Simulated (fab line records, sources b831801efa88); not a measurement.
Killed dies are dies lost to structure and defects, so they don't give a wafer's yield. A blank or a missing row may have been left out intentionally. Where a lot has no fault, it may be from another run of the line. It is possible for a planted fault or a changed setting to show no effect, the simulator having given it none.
fab line records ; flow sky130
[record] lots = 10; wafers = 30; last-day = 50
route steps=708 shown METAL1@454 VIA1@479 METAL2@486
lots that met no fault: taken from a fault-free run of the same line
start-h: hours from the record's first day to the start of the lot's first wafer shown ; wait-h: hours from the lot's prior step to this one ; " as in the row above ; L1.1+2: a row that stands for several wafers ; - no value present, or no start provided ; * or withheld: withheld ; < > ~ a bound
route shown NAME@n: names a module that has steps shown in the file, with the first one's number in the route ; usual: the fault-free wafers' mean and standard deviation ; same: alike in all rows ; chamber/n: place in a boat ; sites: the reading at each site ; _std_site: their standard deviation ; _edge_site: the outer-site mean with the inner-site mean subtracted ; radius-mm: how far each site lies from the wafer's centre ; mask NAME#n: copy n ; behind: the last tool/chamber to shape the wafer ; hold: reason for holding the lot/hours on hold/outcome of the hold ; device: names the non-switching transistor (n, p or np) ; end of line: tests run on the same wafers once the route is complete ; where a step has no rows: the recipe by itself ; killed: dies that structure and defects cost at the first sort, which is not the same as the wafer's yield ; map: dies across one wafer; x = killed, . = not, _ = none there
set.NAME: the run value of the setting; set.NAME@STEP: its run value at that earlier step ; model.NAME: the simulator's own value behind a step, which no gauge read
one table for each step of the route and one row for each wafer, over a sample of lots
services: from which hour (start-h, from the record's first day; less than 0 if before it) a tool's chamber was out of use, for how many hours, and why
[[steps]]
[step SKY_METAL1_STRIP_20]
[recipe] chemistry = O2/N2; power-w = 1400; pressure-mtorr = 1500; platen-temp-c = withheld; o2-flow-sccm = 3000; n2-flow-sccm = 300; overash-fraction = 0.5
[usual] drypump-motor-current-A = 5.4/0.41; oes-product-au = 0.343/0.0044; strip-time-to-endpoint-s = 2.70/0.038
lot.wafer;tool;chamber;start-h;wait-h;drypump-motor-current-A;oes-product-au;rf-hours-counter-h;strip-time-to-endpoint-s
L949.1;plasma-asher-01;1;762.78;0.1;5.8;0.343;60;2.67
L949.2;plasma-asher-01;0;762.78;0.1;5.3;0.343;60;2.67
L949.4;plasma-asher-01;0;762.78;0.1;5.3;0.352;-;2.73
L950.2;plasma-asher-02;0;767.88;0.1;5.0;0.351;2;2.72
L950.4;plasma-asher-02;0;767.88;0.1;5.1;0.337;-;2.73
L950.5;plasma-asher-02;1;767.88;0.1;4.9;0.339;-;2.66
L951.1;plasma-asher-02;0;770.30;0.1;5.0;0.337;3;2.70
L951.3;plasma-asher-02;1;770.30;0.1;4.9;0.339;-;2.72
L951.5;plasma-asher-02;0;770.30;0.1;5.0;0.339;-;2.66
L952.2;plasma-asher-01;0;780.12;0.1;5.3;0.344;62;2.76
L952.4;plasma-asher-01;0;780.12;0.1;5.3;0.346;-;2.75
L952.5;plasma-asher-01;0;780.12;0.1;5.3;0.348;-;2.71
L953.2;plasma-asher-03;1;787.48;0.1;6.0;0.343;37;2.62
L953.3;plasma-asher-03;1;787.48;0.1;5.9;0.346;-;2.65
L953.6;plasma-asher-03;1;787.48;0.1;5.9;0.356;-;2.71
L954.1;plasma-asher-01;0;810.78;0.1;5.3;0.340;65;2.69
L954.5;plasma-asher-01;1;810.78;0.1;5.8;0.343;-;2.74
L954.6;plasma-asher-01;0;810.78;0.1;5.3;0.346;-;2.75
L962.2;plasma-asher-02;1;872.58;0.1;4.9;0.346;13;2.71
L962.5;plasma-asher-02;1;872.58;0.1;4.9;0.345;-;2.71
L962.6;plasma-asher-02;0;872.58;0.1;5.0;0.344;-;2.72
L964.2;plasma-asher-03;1;893.45;0.1;6.0;0.347;47;2.66
L964.3;plasma-asher-03;0;893.45;0.1;5.8;0.339;-;2.64
L964.4;plasma-asher-03;1;893.45;0.1;6.0;0.348;-;2.72
L970.2;plasma-asher-01;0;911.77;0.1;5.3;0.343;75;2.71
L970.4;plasma-asher-01;1;911.77;0.1;5.8;0.344;-;2.74
L970.5;plasma-asher-01;1;911.77;0.1;5.8;0.337;-;2.69
L971.1;plasma-asher-02;0;927.28;0.1;5.0;0.335;18;2.71
L971.2;plasma-asher-02;1;927.28;0.1;4.9;0.343;18;2.73
L971.6;plasma-asher-02;1;927.28;0.1;5.0;0.351;-;2.75
[step SKY_VIA1_CVD_21]
[recipe] material = W; target-thk-nm = 270; time-s = 80.902; temp-c = 400; pressure-torr = 41.17
[usual] heater-power-w = 902/73
lot.wafer;tool;chamber;start-h;wait-h;heater-power-w
L949.1;cvd-w-02;1;791.34;0.0;791
L949.2;cvd-w-02;0;791.34;0.0;946
L949.4;cvd-w-02;1;791.34;0.0;789
L950.2;cvd-w-01;1;797.15;0.0;969
L950.4;cvd-w-01;0;797.15;0.0;967
L950.5;cvd-w-01;0;797.15;0.0;971
L951.1;cvd-w-02;0;798.88;0.0;940
L951.3;cvd-w-02;0;798.88;0.0;928
L951.5;cvd-w-02;1;798.88;0.0;791
L952.2;cvd-w-01;0;810.77;0.0;977
L952.4;cvd-w-01;0;810.77;0.0;971
L952.5;cvd-w-01;1;810.77;0.0;961
L953.2;cvd-w-01;0;816.30;0.0;998
L953.3;cvd-w-01;1;816.30;0.0;962
L953.6;cvd-w-01;1;816.30;0.0;974
L954.1;cvd-w-01;1;839.46;0.0;968
L954.5;cvd-w-01;0;839.46;0.0;964
L954.6;cvd-w-01;1;839.46;0.0;965
L962.2;cvd-w-01;1;900.22;0.0;953
L962.5;cvd-w-01;1;900.22;0.0;987
L962.6;cvd-w-01;0;900.22;0.0;966
L964.2;cvd-w-02;0;920.54;0.0;913
L964.3;cvd-w-02;0;920.54;0.0;936
L964.4;cvd-w-02;1;920.54;0.0;815
L970.2;cvd-w-01;1;936.70;0.0;873
L970.4;cvd-w-01;1;936.70;0.0;876
L970.5;cvd-w-01;1;936.70;0.0;887
L971.1;cvd-w-01;1;954.03;0.0;904
L971.2;cvd-w-01;0;954.03;0.0;980
L971.6;cvd-w-01;0;954.03;0.0;981
[step SKY_VIA1_RS_MEAS_22]
[recipe] thk-meas-gauge = four-point-probe; reads = W_of_VIA1_CVD_21+TiN_of_VIA1_SPUTTER_20
[usual] VIA1_W_RS = 0.423/0.0041
lot.wafer;tool;chamber;start-h;wait-h;hold;VIA1_W_RS[ohm/sq]
L949.1;film-metro-04;-;791.43;0.1;-;0.422
L949.2;film-metro-04;-;791.43;0.1;-;0.432
L949.4;film-metro-04;-;791.43;0.1;-;0.424
L950.2;film-metro-03;-;797.26;0.1;-;0.424
L950.4;film-metro-03;-;797.26;0.1;-;0.422
L950.5;film-metro-03;-;797.26;0.1;-;0.424
L951.1;film-metro-01;-;798.97;0.1;-;0.426
L951.3;film-metro-01;-;798.97;0.1;-;0.424
L951.5;film-metro-01;-;798.97;0.1;-;0.422
L952.2;film-metro-04;-;810.89;0.1;-;0.420
L952.4;film-metro-04;-;810.89;0.1;-;0.418
L952.5;film-metro-04;-;810.89;0.1;-;0.413
L953.2;film-metro-03;-;816.42;0.1;await-dispo/0.2h/release;0.772
L953.3;film-metro-03;-;816.42;0.1;await-dispo/0.2h/release;0.424
L953.6;film-metro-03;-;816.42;0.1;await-dispo/0.2h/release;0.426
L953.2;film-metro-03;-;816.70;0.3;-;0.774
L953.3;film-metro-03;-;816.70;0.3;-;0.424
L953.6;film-metro-03;-;816.70;0.3;-;0.425
L954.1;film-metro-04;-;839.55;0.1;await-dispo/0.2h/release;0.422
L954.5;film-metro-04;-;839.55;0.1;await-dispo/0.2h/release;0.754
L954.6;film-metro-04;-;839.55;0.1;await-dispo/0.2h/release;0.426
L954.1;film-metro-04;-;839.84;0.3;-;0.421
L954.5;film-metro-04;-;839.84;0.3;-;0.753
L954.6;film-metro-04;-;839.84;0.3;-;0.426
L962.2;film-metro-01;-;900.33;0.1;-;0.424
L962.5;film-metro-01;-;900.33;0.1;-;0.426
L962.6;film-metro-01;-;900.33;0.1;-;0.422
L964.2;film-metro-03;-;920.65;0.1;-;0.423
L964.3;film-metro-03;-;920.65;0.1;-;0.422
L964.4;film-metro-03;-;920.65;0.1;-;0.420
L970.2;film-metro-01;-;936.82;0.1;-;0.420
L970.4;film-metro-01;-;936.82;0.1;-;0.419
L970.5;film-metro-01;-;936.82;0.1;-;0.425
L971.1;film-metro-04;-;954.12;0.1;-;0.422
L971.2;film-metro-04;-;954.12;0.1;-;0.422
L971.6;film-metro-04;-;954.12;0.1;-;0.427
[step SKY_VIA1_THK_MEAS_23]
[recipe] thk-meas-gauge = xrf; reads = W_of_VIA1_CVD_21
[usual] VIA1_W_THK = 272.9/2.9
lot.wafer;tool;chamber;start-h;wait-h;hold;VIA1_W_THK[nm]
L949.1;film-metro-04;-;791.55;0.1;-;274.0
L949.2;film-metro-04;-;791.55;0.1;-;266.5
L949.4;film-metro-04;-;791.55;0.1;-;272.7
L950.2;film-metro-03;-;797.37;0.1;-;273.0
L950.4;film-metro-03;-;797.37;0.1;-;275.0
L950.5;film-metro-03;-;797.37;0.1;-;273.9
L951.1;film-metro-01;-;799.09;0.1;-;271.5
L951.3;film-metro-01;-;799.09;0.1;-;273.1
L951.5;film-metro-01;-;799.09;0.1;-;273.7
L952.2;film-metro-04;-;811.00;0.1;-;277.9
L952.4;film-metro-04;-;811.00;0.1;-;279.7
L952.5;film-metro-04;-;811.00;0.1;-;281.4
L953.2;film-metro-03;-;818.67;1.9;await-dispo/0.2h/release;151.7
L953.3;film-metro-03;-;818.67;1.9;await-dispo/0.2h/release;272.7
L953.6;film-metro-03;-;818.67;1.9;await-dispo/0.2h/release;272.0
L953.2;film-metro-03;-;818.98;0.3;-;151.6
L953.3;film-metro-03;-;818.98;0.3;-;273.3
L953.6;film-metro-03;-;818.98;0.3;-;270.3
L954.1;film-metro-04;-;842.50;2.6;await-dispo/0.2h/release;273.6
L954.5;film-metro-04;-;842.50;2.6;await-dispo/0.2h/release;154.2
L954.6;film-metro-04;-;842.50;2.6;await-dispo/0.2h/release;271.0
L954.1;film-metro-04;-;842.73;0.2;-;273.8
L954.5;film-metro-04;-;842.73;0.2;-;154.9
L954.6;film-metro-04;-;842.73;0.2;-;269.5
L962.2;film-metro-01;-;900.44;0.1;-;273.9
L962.5;film-metro-01;-;900.44;0.1;-;272.3
L962.6;film-metro-01;-;900.44;0.1;-;274.7
L964.2;film-metro-03;-;920.76;0.1;-;273.2
L964.3;film-metro-03;-;920.76;0.1;-;275.2
L964.4;film-metro-03;-;920.76;0.1;-;276.8
L970.2;film-metro-01;-;936.93;0.1;-;272.1
L970.4;film-metro-01;-;936.93;0.1;-;274.7
L970.5;film-metro-01;-;936.93;0.1;-;271.8
L971.1;film-metro-04;-;954.24;0.1;-;270.2
L971.2;film-metro-04;-;954.24;0.1;-;272.0
L971.6;film-metro-04;-;954.24;0.1;-;269.0
[step SKY_VIA1_CMP_24]
[recipe] stop-on = SiO2; t-overpolish-s = 15; down-force-psi = 3.5; platen-rpm = 60; target-thk-nm = 0; pad-velocity-m-s = 0.94248
[usual] motor-current-A = 11.0/1.5; time-to-endpoint-s = 68/3.2
lot.wafer;tool;chamber;start-h;wait-h;hold;motor-current-A;time-to-endpoint-s
L949.4;cmp-02;2;791.66;0.1;-;8.9;69
L949.2;cmp-02;3;791.66;0.1;-;10.5;67
L949.1;cmp-02;0;791.66;0.1;-;11.8;73
L950.4;cmp-01;3;797.47;0.1;-;9.6;69
L950.2;cmp-01;0;797.47;0.1;-;14.2;69
L950.5;cmp-01;2;797.47;0.1;-;11.3;66
L951.1;cmp-01;3;799.20;0.1;-;9.7;63
L951.3;cmp-01;1;799.20;0.1;-;10.8;67
L951.5;cmp-01;3;799.20;0.1;-;10.1;66
L952.2;cmp-02;2;811.05;0.0;-;9.3;63
L952.4;cmp-02;0;811.05;0.0;-;11.4;65
L952.5;cmp-02;3;811.05;0.0;-;10.6;64
L953.2;cmp-02;1;821.94;2.9;await-dispo/2.9h/release;10.8;35
L953.3;cmp-02;0;821.94;2.9;await-dispo/2.9h/release;12.2;68
L953.6;cmp-02;1;821.94;2.9;await-dispo/2.9h/release;10.7;65
L954.1;cmp-02;2;845.02;2.3;await-dispo/2.0h/release;9.0;70
L954.6;cmp-02;1;845.02;2.3;await-dispo/2.0h/release;10.9;65
L954.5;cmp-02;2;845.02;2.3;await-dispo/2.0h/release;8.8;36
L962.2;cmp-02;3;900.64;0.2;-;9.7;66
L962.5;cmp-02;0;900.64;0.2;-;13.2;69
L962.6;cmp-02;1;900.64;0.2;-;10.7;66
L964.2;cmp-01;1;921.08;0.3;-;10.2;71
L964.3;cmp-01;2;921.08;0.3;-;12.2;70
L964.4;cmp-01;0;921.08;0.3;-;14.3;72
L970.4;cmp-02;1;937.03;0.1;-;11.0;64
L970.2;cmp-02;3;937.03;0.1;-;10.4;64
L970.5;cmp-02;1;937.03;0.1;-;10.3;62
L971.2;cmp-01;2;954.35;0.1;-;11.5;66
L971.1;cmp-01;3;954.35;0.1;-;10.2;69
L971.6;cmp-01;1;954.35;0.1;-;10.0;72
[step SKY_METAL2_SPUTTER_03]
[recipe] material = Ti; target-thk-nm = 5; power-w = 3000; time-s = 3.3; chamber-pressure-pa = 0.4
[usual] cathode-dc-power-W = 3000.1/0.56; throttle-valve-pct = 30.2/0.78
lot.wafer;tool;chamber;start-h;wait-h;cathode-dc-power-W;throttle-valve-pct
L949.1;pvd-sputter-01;-;791.98;0.0;3000.8;29.9
L949.2;pvd-sputter-01;-;791.98;0.0;2999.8;31.4
L949.4;pvd-sputter-01;-;791.98;0.0;3000.8;29.2
L950.2;pvd-sputter-03;-;797.79;0.0;3000.8;29.9
L950.4;pvd-sputter-03;-;797.79;0.0;2999.9;29.9
L950.5;pvd-sputter-03;-;797.79;0.0;3001.0;29.3
L951.1;pvd-sputter-02;-;799.52;0.0;3000.2;30.0
L951.3;pvd-sputter-02;-;799.52;0.0;2999.8;30.2
L951.5;pvd-sputter-02;-;799.52;0.0;3000.2;30.2
L952.2;pvd-sputter-02;-;811.42;0.0;3000.2;30.3
L952.4;pvd-sputter-02;-;811.42;0.0;2999.6;29.7
L952.5;pvd-sputter-02;-;811.42;0.0;3000.0;29.4
L953.2;pvd-sputter-01;-;822.31;0.0;2999.5;29.6
L953.3;pvd-sputter-01;-;822.31;0.0;3000.6;31.5
L953.6;pvd-sputter-01;-;822.31;0.0;2999.9;29.9
L954.1;pvd-sputter-02;-;847.68;0.0;3000.6;29.9
L954.5;pvd-sputter-02;-;847.68;0.0;2999.7;29.8
L954.6;pvd-sputter-02;-;847.68;0.0;2999.8;30.5
L962.2;pvd-sputter-03;-;900.87;0.0;3000.2;30.5
L962.5;pvd-sputter-03;-;900.87;0.0;3001.2;29.6
L962.6;pvd-sputter-03;-;900.87;0.0;3001.0;29.6
L964.2;pvd-sputter-03;-;921.45;0.0;3000.6;31.7
L964.3;pvd-sputter-03;-;921.45;0.0;2999.7;29.4
L964.4;pvd-sputter-03;-;921.45;0.0;3000.0;29.8
L970.2;pvd-sputter-01;-;937.35;0.0;2999.9;29.8
L970.4;pvd-sputter-01;-;937.35;0.0;3001.0;29.3
L970.5;pvd-sputter-01;-;937.35;0.0;2999.8;29.6
L971.1;pvd-sputter-03;-;954.67;0.0;3000.4;32.1
L971.2;pvd-sputter-03;-;954.67;0.0;2999.7;30.7
L971.6;pvd-sputter-03;-;954.67;0.0;3000.0;31.6
[step SKY_METAL2_CD_MEAS_15]
[recipe] target-cd-nm = 140
[usual] cd-nm = 140.0/1.3
lot.wafer;tool;chamber;start-h;wait-h;cd-nm
L949.1;cd-sem-01;-;817.86;-;139.5
L949.2;cd-sem-01;-;817.86;-;138.1
L949.4;cd-sem-01;-;817.86;-;139.2
L950.2;cd-sem-01;-;823.36;-;138.6
L950.4;cd-sem-01;-;823.36;-;140.7
L950.5;cd-sem-01;-;823.36;-;138.3
L951.1;cd-sem-01;-;826.40;-;141.3
L951.3;cd-sem-01;-;826.40;-;139.4
L951.5;cd-sem-01;-;826.40;-;139.0
L952.2;cd-sem-02;-;837.51;-;140.6
L952.4;cd-sem-02;-;837.51;-;140.8
L952.5;cd-sem-02;-;837.51;-;140.1
L953.2;cd-sem-01;-;843.42;-;137.2
L953.3;cd-sem-01;-;843.42;-;137.3
L953.6;cd-sem-01;-;843.42;-;137.8
L954.1;cd-sem-02;-;866.46;-;138.1
L954.5;cd-sem-02;-;866.46;-;138.3
L954.6;cd-sem-02;-;866.46;-;138.0
L962.2;cd-sem-01;-;925.93;-;138.2
L962.5;cd-sem-01;-;925.93;-;138.9
L962.6;cd-sem-01;-;925.93;-;139.1
L964.2;cd-sem-02;-;946.18;-;139.4
L964.3;cd-sem-02;-;946.18;-;141.1
L964.4;cd-sem-02;-;946.18;-;140.7
L970.2;cd-sem-01;-;961.62;-;141.6
L970.4;cd-sem-01;-;961.62;-;142.9
L970.5;cd-sem-01;-;961.62;-;141.0
L971.1;cd-sem-01;-;978.70;-;140.5
L971.2;cd-sem-01;-;978.70;-;141.2
L971.6;cd-sem-01;-;978.70;-;141.3
[[services]]
tool;chamber;start-h;hours;kind
cmp-01;-;744.00;4.0;pm
plasma-asher-01;-;746.33;2.8;pm
cmp-02;-;796.46;1.3;repair
cmp-02;-;797.64;0.9;repair
pvd-sputter-03;-;830.50;0.8;repair
cmp-01;-;833.52;9.6;repair
cvd-w-01;-;834.73;0.8;repair
pvd-sputter-01;-;851.09;0.8;repair
pvd-sputter-03;-;855.03;1.9;repair
cvd-w-02;0;871.85;29.1;repair
pvd-sputter-01;-;883.96;5.5;repair
pvd-sputter-01;-;886.09;6.2;repair
pvd-sputter-01;-;886.37;1.7;repair
cmp-01;-;898.87;2.4;repair
cvd-w-01;-;904.00;14.0;pm
cmp-02;-;908.99;7.3;pm
pvd-sputter-02;-;910.62;4.6;repair
cmp-01;-;916.47;2.9;pm
cvd-w-01;-;918.00;14.6;pm
cmp-02;-;919.40;5.2;pm
cmp-02;-;924.57;4.0;pm
plasma-asher-01;-;928.51;3.1;repair
cmp-01;-;928.72;4.9;pm
cmp-02;-;929.34;0.3;repair
[[key]]
[first-sign] step = SKY_VIA1_RS_MEAS_22; reading = visit; direction = added
[effect] step = SKY_VIA1_RS_MEAS_22; reading = VIA1_W_RS; direction = up; sigmas = 83; usual = 0.423; struck = 0.763
[effect] step = SKY_VIA1_THK_MEAS_23; reading = visit; direction = added
[effect] step = SKY_VIA1_THK_MEAS_23; reading = VIA1_W_THK; direction = down; sigmas = 41; usual = 272.9; struck = 153.0
[effect] step = SKY_VIA1_CMP_24; reading = time-to-endpoint-s; direction = down; sigmas = 10; usual = *; struck = *
met-at SKY_VIA1_CVD_21
struck-lots L953,L954
struck-wafers L953.2,L954.5
not-acting-at SKY_METAL1_STRIP_20,SKY_METAL2_SPUTTER_03,SKY_METAL2_CD_MEAS_15
onset-between 810.77 816.30
[fault] kind = process-parameter-drift; tool = cvd-w-01; chamber = 0; onset-h = 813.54; steps = SKY_VIA1_CVD_21; channel = target-thk-nm; offset = -117.57; shape = step; end-h = 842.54; acts-in = these-recipes-only; stated = 270
